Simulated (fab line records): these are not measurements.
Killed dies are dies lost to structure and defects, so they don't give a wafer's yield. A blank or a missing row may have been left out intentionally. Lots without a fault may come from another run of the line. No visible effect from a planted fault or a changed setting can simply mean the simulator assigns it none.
fab line records / flow gf180mcu / part 2 of 2: steps 28 to 38 of 38
record lots=5 wafers=15 lastDay=33
route steps=602 shown MIM@510 M5@526 V5@540
lots that met no fault: taken from a fault-free run of the same line
startH: the number of hours between the record's first day and the start of the first shown wafer of the lot / waitH: time in hours since the lot's previous step / " as in the row above / L1.1+2: a row that stands for several wafers / - no value present, or no start provided / * or withheld: withheld / < > ~ a bound
route shown NAME@n: NAME is a module with steps in the file, n the number in the route of the first one / usual: mean and standard deviation over wafers with no fault / same: alike in all rows / chamber/n: place in a boat / sites: the reading at each site / _std_site: the standard deviation of these / _edge_site: outer sites' mean less inner sites' / radiusMm: for every site, how far away it sits from the centre of the wafer / mask NAME#n: copy n / behind: the tool/chamber that last shaped the wafer / hold: why the lot was held/for how many hours/how that ended / device: names the non-switching transistor (n, p or np) / end of line: tests run on the same wafers once the route is complete / a step given without rows: its recipe and nothing more / killed: at the first sort, the dies lost to defects and structure; wafer yield is something else / map: dies across one wafer; x = killed, . = not, _ = none there
set.NAME: the run value of the setting; set.NAME@STEP: its run value at that earlier step / model.NAME: the simulator's own value behind a step, which no gauge read
lots seen at some steps along the route; tables by step, rows by wafer
services: the hour from which a tool's chamber was out of use, counted from the record's first day as startH (under 0 if before that day), plus the number of hours and why
## steps
# step GF_M5_STRIP_11
# recipe chemistry=O2/N2 powerW=1400 pressureMtorr=1500 platenTempC=250 o2FlowSccm=3000 n2FlowSccm=300 overashFraction=0.5
# usual drypumpMotorCurrentA=5.68/0.25 heaterPowerW=330/29 o2FlowSccm=3000/9.1 oesProductAu=0.523/0.0044 stripTimeToEndpointS=7.04/0.037
lot.wafer=L080.1 tool=plasmaAsher-01 chamber=1 startH=654.46 waitH=0.1 drypumpMotorCurrentA=5.61 heaterPowerW=307 o2FlowSccm=3013 oesProductAu=0.519 rfHoursCounterH=100 stripTimeToEndpointS=7.06
lot.wafer=L080.5 tool=plasmaAsher-01 chamber=1 startH=654.46 waitH=0.1 drypumpMotorCurrentA=5.60 heaterPowerW=303 o2FlowSccm=3011 oesProductAu=0.519 rfHoursCounterH=- stripTimeToEndpointS=7.00
lot.wafer=L080.6 tool=plasmaAsher-01 chamber=0 startH=654.46 waitH=0.1 drypumpMotorCurrentA=5.95 heaterPowerW=318 o2FlowSccm=2997 oesProductAu=0.518 rfHoursCounterH=- stripTimeToEndpointS=7.08
lot.wafer=L081.1 tool=plasmaAsher-01 chamber=1 startH=665.41 waitH=0.1 drypumpMotorCurrentA=5.60 heaterPowerW=303 o2FlowSccm=2997 oesProductAu=0.520 rfHoursCounterH=101 stripTimeToEndpointS=7.07
lot.wafer=L081.4 tool=plasmaAsher-01 chamber=1 startH=665.41 waitH=0.1 drypumpMotorCurrentA=5.61 heaterPowerW=309 o2FlowSccm=2997 oesProductAu=0.525 rfHoursCounterH=- stripTimeToEndpointS=7.05
lot.wafer=L081.5 tool=plasmaAsher-01 chamber=1 startH=665.41 waitH=0.1 drypumpMotorCurrentA=5.60 heaterPowerW=301 o2FlowSccm=2982 oesProductAu=0.527 rfHoursCounterH=- stripTimeToEndpointS=7.05
lot.wafer=L087.2 tool=plasmaAsher-03 chamber=0 startH=706.95 waitH=0.2 drypumpMotorCurrentA=5.55 heaterPowerW=312 o2FlowSccm=2994 oesProductAu=0.524 rfHoursCounterH=28 stripTimeToEndpointS=7.10
lot.wafer=L087.5 tool=plasmaAsher-03 chamber=1 startH=706.95 waitH=0.2 drypumpMotorCurrentA=5.96 heaterPowerW=379 o2FlowSccm=3015 oesProductAu=0.530 rfHoursCounterH=- stripTimeToEndpointS=7.09
lot.wafer=L087.6 tool=plasmaAsher-03 chamber=0 startH=706.95 waitH=0.2 drypumpMotorCurrentA=5.54 heaterPowerW=314 o2FlowSccm=2991 oesProductAu=0.522 rfHoursCounterH=- stripTimeToEndpointS=7.05
lot.wafer=L088.1 tool=plasmaAsher-03 chamber=1 startH=713.81 waitH=0.1 drypumpMotorCurrentA=5.96 heaterPowerW=378 o2FlowSccm=3004 oesProductAu=0.526 rfHoursCounterH=29 stripTimeToEndpointS=7.11
lot.wafer=L088.2 tool=plasmaAsher-03 chamber=0 startH=713.81 waitH=0.1 drypumpMotorCurrentA=5.54 heaterPowerW=318 o2FlowSccm=3000 oesProductAu=0.517 rfHoursCounterH=29 stripTimeToEndpointS=7.00
lot.wafer=L088.3 tool=plasmaAsher-03 chamber=0 startH=713.81 waitH=0.1 drypumpMotorCurrentA=5.51 heaterPowerW=320 o2FlowSccm=3007 oesProductAu=0.526 rfHoursCounterH=- stripTimeToEndpointS=6.99
lot.wafer=L093.1 tool=plasmaAsher-03 chamber=1 startH=743.57 waitH=0.1 drypumpMotorCurrentA=5.96 heaterPowerW=385 o2FlowSccm=2996 oesProductAu=0.525 rfHoursCounterH=32 stripTimeToEndpointS=7.05
lot.wafer=L093.2 tool=plasmaAsher-03 chamber=0 startH=743.57 waitH=0.1 drypumpMotorCurrentA=5.57 heaterPowerW=311 o2FlowSccm=3014 oesProductAu=0.521 rfHoursCounterH=32 stripTimeToEndpointS=7.04
lot.wafer=L093.6 tool=plasmaAsher-03 chamber=1 startH=743.57 waitH=0.1 drypumpMotorCurrentA=5.95 heaterPowerW=383 o2FlowSccm=2988 oesProductAu=0.526 rfHoursCounterH=- stripTimeToEndpointS=7.01
# step GF_M5_STRIP_12
# recipe chemistry=postEtchResidueRemover timeS=1200 tempC=72.5
# usual tempC=72.46/0.12
lot.wafer=L080.1 tool=wetBench-03 chamber=3 startH=654.56 waitH=0.1 tempC=72.56
lot.wafer=L080.5 tool=wetBench-03 chamber=3 startH=654.56 waitH=0.1 tempC=72.56
lot.wafer=L080.6 tool=wetBench-03 chamber=3 startH=654.56 waitH=0.1 tempC=72.59
lot.wafer=L081.1 tool=wetBench-01 chamber=0 startH=665.51 waitH=0.1 tempC=72.50
lot.wafer=L081.4 tool=wetBench-01 chamber=0 startH=665.51 waitH=0.1 tempC=72.51
lot.wafer=L081.5 tool=wetBench-01 chamber=0 startH=665.51 waitH=0.1 tempC=72.49
lot.wafer=L087.2 tool=wetBench-03 chamber=3 startH=707.05 waitH=0.1 tempC=72.36
lot.wafer=L087.5 tool=wetBench-03 chamber=3 startH=707.05 waitH=0.1 tempC=72.49
lot.wafer=L087.6 tool=wetBench-03 chamber=3 startH=707.05 waitH=0.1 tempC=72.48
lot.wafer=L088.1 tool=wetBench-03 chamber=2 startH=713.91 waitH=0.1 tempC=72.35
lot.wafer=L088.2 tool=wetBench-03 chamber=2 startH=713.91 waitH=0.1 tempC=72.21
lot.wafer=L088.3 tool=wetBench-03 chamber=2 startH=713.91 waitH=0.1 tempC=72.41
lot.wafer=L093.1 tool=wetBench-04 chamber=1 startH=743.67 waitH=0.1 tempC=72.55
lot.wafer=L093.2 tool=wetBench-04 chamber=1 startH=743.67 waitH=0.1 tempC=72.32
lot.wafer=L093.6 tool=wetBench-04 chamber=1 startH=743.67 waitH=0.1 tempC=72.32
# step GF_M5_CLEAN_13
# recipe chemistry=DIW dry=n2Spin
lot.wafer=L080.1+5+6 tool=wetBench-04 chamber=2 startH=654.93 waitH=0.0
lot.wafer=L081.1+4+5 tool=wetBench-04 chamber=2 startH=665.85 waitH=0.0
lot.wafer=L087.2+5+6 tool=wetBench-04 chamber=2 startH=707.40 waitH=0.0
lot.wafer=L088.1+2+3 tool=wetBench-01 chamber=2 startH=714.25 waitH=0.0
lot.wafer=L093.1+2+6 tool=wetBench-03 chamber=1 startH=744.02 waitH=0.0
# step GF_V5_CVD_00
# recipe material=SiO2 targetThkNm=300 sigmaOpenFrac=0.3 tempC=400 timeS=50 sih4FlowSccm=60 pressureMtorr=6
lot.wafer=L080.1+5+6 tool=hdpcvd-02 chamber=2,1,2 startH=655.03 waitH=0.0
lot.wafer=L081.1+4+5 tool=hdpcvd-01 chamber=2,1,0 startH=665.94 waitH=0.0
lot.wafer=L087.2+5+6 tool=hdpcvd-01 chamber=2,2,0 startH=707.49 waitH=0.0
lot.wafer=L088.1+2+3 tool=hdpcvd-02 chamber=0,1,2 startH=714.35 waitH=0.0
lot.wafer=L093.1+2+6 tool=hdpcvd-01 chamber=1,2,0 startH=744.11 waitH=0.0
# step GF_V5_THK_MEAS_01
# recipe reads=SiO2_of_V5_CVD_00
# usual V5_CVD_00_THK=300/3.1
lot.wafer=L080.1 tool=filmMetro-01 chamber=- startH=655.07 waitH=0.0 V5_CVD_00_THK[nm]=300
lot.wafer=L080.5 tool=filmMetro-01 chamber=- startH=655.07 waitH=0.0 V5_CVD_00_THK[nm]=304
lot.wafer=L080.6 tool=filmMetro-01 chamber=- startH=655.07 waitH=0.0 V5_CVD_00_THK[nm]=303
lot.wafer=L081.1 tool=filmMetro-02 chamber=- startH=665.99 waitH=0.0 V5_CVD_00_THK[nm]=304
lot.wafer=L081.4 tool=filmMetro-02 chamber=- startH=665.99 waitH=0.0 V5_CVD_00_THK[nm]=301
lot.wafer=L081.5 tool=filmMetro-02 chamber=- startH=665.99 waitH=0.0 V5_CVD_00_THK[nm]=304
lot.wafer=L087.2 tool=filmMetro-02 chamber=- startH=707.54 waitH=0.0 V5_CVD_00_THK[nm]=299
lot.wafer=L087.5 tool=filmMetro-02 chamber=- startH=707.54 waitH=0.0 V5_CVD_00_THK[nm]=299
lot.wafer=L087.6 tool=filmMetro-02 chamber=- startH=707.54 waitH=0.0 V5_CVD_00_THK[nm]=297
lot.wafer=L088.1 tool=filmMetro-04 chamber=- startH=714.40 waitH=0.0 V5_CVD_00_THK[nm]=298
lot.wafer=L088.2 tool=filmMetro-04 chamber=- startH=714.40 waitH=0.0 V5_CVD_00_THK[nm]=295
lot.wafer=L088.3 tool=filmMetro-04 chamber=- startH=714.40 waitH=0.0 V5_CVD_00_THK[nm]=299
lot.wafer=L093.1 tool=filmMetro-02 chamber=- startH=744.15 waitH=0.0 V5_CVD_00_THK[nm]=299
lot.wafer=L093.2 tool=filmMetro-02 chamber=- startH=744.15 waitH=0.0 V5_CVD_00_THK[nm]=300
lot.wafer=L093.6 tool=filmMetro-02 chamber=- startH=744.15 waitH=0.0 V5_CVD_00_THK[nm]=300
# step GF_V5_CVD_02
# recipe material=SiO2 targetThkNm=1450 precursor=TEOS tempC=400 timeS=163.28 rfW=600
# usual heaterPowerW=689/82 rfFwdPowerW=597.4/2
lot.wafer=L080.1 tool=pecvd-02 chamber=2 startH=655.13 waitH=0.1 heaterPowerW=691 rfFwdPowerW=602.2 sinceWetCleanH=272
lot.wafer=L080.5 tool=pecvd-02 chamber=0 startH=655.13 waitH=0.1 heaterPowerW=734 rfFwdPowerW=599.8 sinceWetCleanH=-
lot.wafer=L080.6 tool=pecvd-02 chamber=2 startH=655.13 waitH=0.1 heaterPowerW=785 rfFwdPowerW=596.8 sinceWetCleanH=-
lot.wafer=L081.1 tool=pecvd-02 chamber=2 startH=666.05 waitH=0.1 heaterPowerW=821 rfFwdPowerW=597.5 sinceWetCleanH=283
lot.wafer=L081.4 tool=pecvd-02 chamber=2 startH=666.05 waitH=0.1 heaterPowerW=686 rfFwdPowerW=597.1 sinceWetCleanH=-
lot.wafer=L081.5 tool=pecvd-02 chamber=0 startH=666.05 waitH=0.1 heaterPowerW=610 rfFwdPowerW=597.6 sinceWetCleanH=-
lot.wafer=L087.2 tool=pecvd-01 chamber=1 startH=707.59 waitH=0.0 heaterPowerW=730 rfFwdPowerW=596.4 sinceWetCleanH=741
lot.wafer=L087.5 tool=pecvd-01 chamber=2 startH=707.59 waitH=0.0 heaterPowerW=701 rfFwdPowerW=594.9 sinceWetCleanH=-
lot.wafer=L087.6 tool=pecvd-01 chamber=0 startH=707.59 waitH=0.0 heaterPowerW=824 rfFwdPowerW=596.6 sinceWetCleanH=-
lot.wafer=L088.1 tool=pecvd-02 chamber=2 startH=714.46 waitH=0.1 heaterPowerW=752 rfFwdPowerW=598.8 sinceWetCleanH=332
lot.wafer=L088.2 tool=pecvd-02 chamber=1 startH=714.46 waitH=0.1 heaterPowerW=596 rfFwdPowerW=597.9 sinceWetCleanH=332
lot.wafer=L088.3 tool=pecvd-02 chamber=0 startH=714.46 waitH=0.1 heaterPowerW=632 rfFwdPowerW=597.8 sinceWetCleanH=332
lot.wafer=L093.1 tool=pecvd-04 chamber=0 startH=744.21 waitH=0.1 heaterPowerW=625 rfFwdPowerW=600.0 sinceWetCleanH=570
lot.wafer=L093.2 tool=pecvd-04 chamber=2 startH=744.21 waitH=0.1 heaterPowerW=746 rfFwdPowerW=598.5 sinceWetCleanH=570
lot.wafer=L093.6 tool=pecvd-04 chamber=2 startH=744.21 waitH=0.1 heaterPowerW=615 rfFwdPowerW=598.6 sinceWetCleanH=-
# step GF_V5_THK_MEAS_03
# recipe reads=SiO2_of_V5_CVD_02
# usual V5_CVD_02_THK=1453/19
lot.wafer=L080.1 tool=filmMetro-01 chamber=- startH=655.24 waitH=0.1 V5_CVD_02_THK[nm]=1466
lot.wafer=L080.5 tool=filmMetro-01 chamber=- startH=655.24 waitH=0.1 V5_CVD_02_THK[nm]=1473
lot.wafer=L080.6 tool=filmMetro-01 chamber=- startH=655.24 waitH=0.1 V5_CVD_02_THK[nm]=1472
lot.wafer=L081.1 tool=filmMetro-02 chamber=- startH=666.16 waitH=0.1 V5_CVD_02_THK[nm]=1441
lot.wafer=L081.4 tool=filmMetro-02 chamber=- startH=666.16 waitH=0.1 V5_CVD_02_THK[nm]=1465
lot.wafer=L081.5 tool=filmMetro-02 chamber=- startH=666.16 waitH=0.1 V5_CVD_02_THK[nm]=1468
lot.wafer=L087.2 tool=filmMetro-02 chamber=- startH=707.71 waitH=0.1 V5_CVD_02_THK[nm]=1445
lot.wafer=L087.5 tool=filmMetro-02 chamber=- startH=707.71 waitH=0.1 V5_CVD_02_THK[nm]=1448
lot.wafer=L087.6 tool=filmMetro-02 chamber=- startH=707.71 waitH=0.1 V5_CVD_02_THK[nm]=1456
lot.wafer=L088.1 tool=filmMetro-02 chamber=- startH=714.56 waitH=0.1 V5_CVD_02_THK[nm]=1428
lot.wafer=L088.2 tool=filmMetro-02 chamber=- startH=714.56 waitH=0.1 V5_CVD_02_THK[nm]=1424
lot.wafer=L088.3 tool=filmMetro-02 chamber=- startH=714.56 waitH=0.1 V5_CVD_02_THK[nm]=1422
lot.wafer=L093.1 tool=filmMetro-01 chamber=- startH=744.32 waitH=0.1 V5_CVD_02_THK[nm]=1459
lot.wafer=L093.2 tool=filmMetro-01 chamber=- startH=744.32 waitH=0.1 V5_CVD_02_THK[nm]=1445
lot.wafer=L093.6 tool=filmMetro-01 chamber=- startH=744.32 waitH=0.1 V5_CVD_02_THK[nm]=1488
# step GF_V5_CMP_04
# recipe material=SiO2 downForcePsi=4 platenRpm=60 padVelocityMS=0.94248
# usual motorCurrentA=12.0/0.71 retainingRingPressureFrac=1.000/0.0043
lot.wafer=L080.1 tool=cmp-02 chamber=1 startH=655.30 waitH=0.1 motorCurrentA=12.0 retainingRingPressureFrac=1.002
lot.wafer=L080.6 tool=cmp-02 chamber=1 startH=655.30 waitH=0.1 motorCurrentA=13.1 retainingRingPressureFrac=1.005
lot.wafer=L080.5 tool=cmp-02 chamber=2 startH=655.30 waitH=0.1 motorCurrentA=10.6 retainingRingPressureFrac=1.003
lot.wafer=L081.1 tool=cmp-01 chamber=0 startH=666.22 waitH=0.1 motorCurrentA=12.6 retainingRingPressureFrac=0.999
lot.wafer=L081.4 tool=cmp-01 chamber=1 startH=666.22 waitH=0.1 motorCurrentA=11.7 retainingRingPressureFrac=1.004
lot.wafer=L081.5 tool=cmp-01 chamber=0 startH=666.22 waitH=0.1 motorCurrentA=12.7 retainingRingPressureFrac=1.006
lot.wafer=L087.2 tool=cmp-01 chamber=1 startH=707.86 waitH=0.1 motorCurrentA=11.8 retainingRingPressureFrac=1.001
lot.wafer=L087.5 tool=cmp-01 chamber=3 startH=707.86 waitH=0.1 motorCurrentA=12.2 retainingRingPressureFrac=1.003
lot.wafer=L087.6 tool=cmp-01 chamber=0 startH=707.86 waitH=0.1 motorCurrentA=12.5 retainingRingPressureFrac=0.994
lot.wafer=L088.1 tool=cmp-02 chamber=0 startH=714.62 waitH=0.1 motorCurrentA=12.6 retainingRingPressureFrac=0.996
lot.wafer=L088.2 tool=cmp-02 chamber=1 startH=714.62 waitH=0.1 motorCurrentA=12.6 retainingRingPressureFrac=0.992
lot.wafer=L088.3 tool=cmp-02 chamber=2 startH=714.62 waitH=0.1 motorCurrentA=10.3 retainingRingPressureFrac=1.000
lot.wafer=L093.1 tool=cmp-02 chamber=1 startH=744.38 waitH=0.1 motorCurrentA=13.2 retainingRingPressureFrac=0.997
lot.wafer=L093.2 tool=cmp-02 chamber=0 startH=744.38 waitH=0.1 motorCurrentA=12.5 retainingRingPressureFrac=0.999
lot.wafer=L093.6 tool=cmp-02 chamber=1 startH=744.38 waitH=0.1 motorCurrentA=13.1 retainingRingPressureFrac=0.999
# step GF_V5_BOW_MEAS_05
# recipe mode=bow
# usual V5_BOW=135/8.3
lot.wafer=L080.1 tool=filmMetro-04 chamber=- startH=655.60 waitH=0.2 V5_BOW[um]=146
lot.wafer=L080.5 tool=filmMetro-04 chamber=- startH=655.60 waitH=0.2 V5_BOW[um]=124
lot.wafer=L080.6 tool=filmMetro-04 chamber=- startH=655.60 waitH=0.2 V5_BOW[um]=132
lot.wafer=L081.1 tool=filmMetro-02 chamber=- startH=666.52 waitH=0.2 V5_BOW[um]=140
lot.wafer=L081.4 tool=filmMetro-02 chamber=- startH=666.52 waitH=0.2 V5_BOW[um]=146
lot.wafer=L081.5 tool=filmMetro-02 chamber=- startH=666.52 waitH=0.2 V5_BOW[um]=134
lot.wafer=L087.2 tool=filmMetro-04 chamber=- startH=708.08 waitH=0.2 V5_BOW[um]=142
lot.wafer=L087.5 tool=filmMetro-04 chamber=- startH=708.08 waitH=0.2 V5_BOW[um]=141
lot.wafer=L087.6 tool=filmMetro-04 chamber=- startH=708.08 waitH=0.2 V5_BOW[um]=147
lot.wafer=L088.1 tool=filmMetro-04 chamber=- startH=714.92 waitH=0.2 V5_BOW[um]=143
lot.wafer=L088.2 tool=filmMetro-04 chamber=- startH=714.92 waitH=0.2 V5_BOW[um]=136
lot.wafer=L088.3 tool=filmMetro-04 chamber=- startH=714.92 waitH=0.2 V5_BOW[um]=124
lot.wafer=L093.1 tool=filmMetro-02 chamber=- startH=744.68 waitH=0.2 V5_BOW[um]=137
lot.wafer=L093.2 tool=filmMetro-02 chamber=- startH=744.68 waitH=0.2 V5_BOW[um]=131
lot.wafer=L093.6 tool=filmMetro-02 chamber=- startH=744.68 waitH=0.2 V5_BOW[um]=135
# step GF_V5_DEHYDRATE_06
# recipe tempC=200 timeS=60
# usual plateTempC=199.99/0.14
lot.wafer=L080.1 tool=lithoTrack-03 chamber=0 startH=665.17 waitH=9.5 plateTempC=199.83
lot.wafer=L080.5 tool=lithoTrack-03 chamber=0 startH=665.17 waitH=9.5 plateTempC=200.04
lot.wafer=L080.6 tool=lithoTrack-03 chamber=0 startH=665.17 waitH=9.5 plateTempC=199.94
lot.wafer=L081.1 tool=lithoTrack-03 chamber=0 startH=675.77 waitH=9.2 plateTempC=200.00
lot.wafer=L081.4 tool=lithoTrack-03 chamber=0 startH=675.77 waitH=9.2 plateTempC=200.06
lot.wafer=L081.5 tool=lithoTrack-03 chamber=0 startH=675.77 waitH=9.2 plateTempC=200.00
lot.wafer=L087.2 tool=lithoTrack-02 chamber=0 startH=716.79 waitH=8.7 plateTempC=199.82
lot.wafer=L087.5 tool=lithoTrack-02 chamber=0 startH=716.79 waitH=8.7 plateTempC=199.74
lot.wafer=L087.6 tool=lithoTrack-02 chamber=0 startH=716.79 waitH=8.7 plateTempC=199.97
lot.wafer=L088.1 tool=lithoTrack-03 chamber=0 startH=723.02 waitH=8.1 plateTempC=199.98
lot.wafer=L088.2 tool=lithoTrack-03 chamber=0 startH=723.02 waitH=8.1 plateTempC=200.03
lot.wafer=L088.3 tool=lithoTrack-03 chamber=0 startH=723.02 waitH=8.1 plateTempC=200.14
lot.wafer=L093.1 tool=lithoTrack-01 chamber=0 startH=752.90 waitH=8.2 plateTempC=199.79
lot.wafer=L093.2 tool=lithoTrack-01 chamber=0 startH=752.90 waitH=8.2 plateTempC=200.13
lot.wafer=L093.6 tool=lithoTrack-01 chamber=0 startH=752.90 waitH=8.2 plateTempC=200.27
# step GF_V5_HMDS_07
# recipe primeTimeS=60 primeTempC=120
lot.wafer=L080.1+5+6 tool=lithoTrack-03 chamber=0 startH=665.32 waitH=0.1
lot.wafer=L081.1+4+5 tool=lithoTrack-03 chamber=0 startH=675.92 waitH=0.1
lot.wafer=L087.2+5+6 tool=lithoTrack-02 chamber=0 startH=716.94 waitH=0.1
lot.wafer=L088.1+2+3 tool=lithoTrack-03 chamber=0 startH=723.17 waitH=0.1
lot.wafer=L093.1+2+6 tool=lithoTrack-01 chamber=0 startH=753.05 waitH=0.1
## services
tool=cmp-02 chamber=- startH=589.42 hours=3.0 kind=repair
tool=rieMetal-02 chamber=0 startH=591.79 hours=14.2 kind=repair
tool=rieMetal-02 chamber=1 startH=597.07 hours=7.6 kind=repair
tool=rieMetal-04 chamber=- startH=597.80 hours=15.6 kind=pm
tool=pvdSputter-03 chamber=- startH=607.90 hours=12.7 kind=repair
tool=ilineStepper-01 chamber=- startH=611.82 hours=2.4 kind=repair
tool=ilineStepper-02 chamber=- startH=614.18 hours=1.7 kind=pm
tool=krfScanner-01 chamber=- startH=615.02 hours=1.3 kind=pm
tool=rieMetal-03 chamber=- startH=625.16 hours=0.1 kind=repair
tool=pecvd-02 chamber=0 startH=633.55 hours=7.7 kind=repair
tool=rieDiel-01 chamber=- startH=642.15 hours=0.3 kind=repair
tool=krfScanner-02 chamber=- startH=648.12 hours=1.3 kind=pm
tool=rieMetal-01 chamber=- startH=665.92 hours=14.6 kind=pm
tool=ilineStepper-01 chamber=- startH=666.54 hours=1.7 kind=pm
tool=pvdSputter-03 chamber=- startH=667.61 hours=5.5 kind=repair
tool=hdpcvd-01 chamber=1 startH=668.92 hours=3.9 kind=repair
tool=rieMetal-01 chamber=- startH=680.52 hours=1.4 kind=pm
tool=ilineStepper-01 chamber=- startH=708.97 hours=8.1 kind=repair
tool=rieDiel-01 chamber=3 startH=711.63 hours=1.2 kind=repair
tool=ilineStepper-01 chamber=- startH=717.08 hours=2.1 kind=pm
tool=krfScanner-02 chamber=- startH=724.47 hours=1.0 kind=pm
tool=rieDiel-01 chamber=0 startH=732.52 hours=2.8 kind=repair
tool=krfScanner-02 chamber=- startH=746.50 hours=0.8 kind=pm
tool=cmp-02 chamber=- startH=751.68 hours=3.1 kind=pm
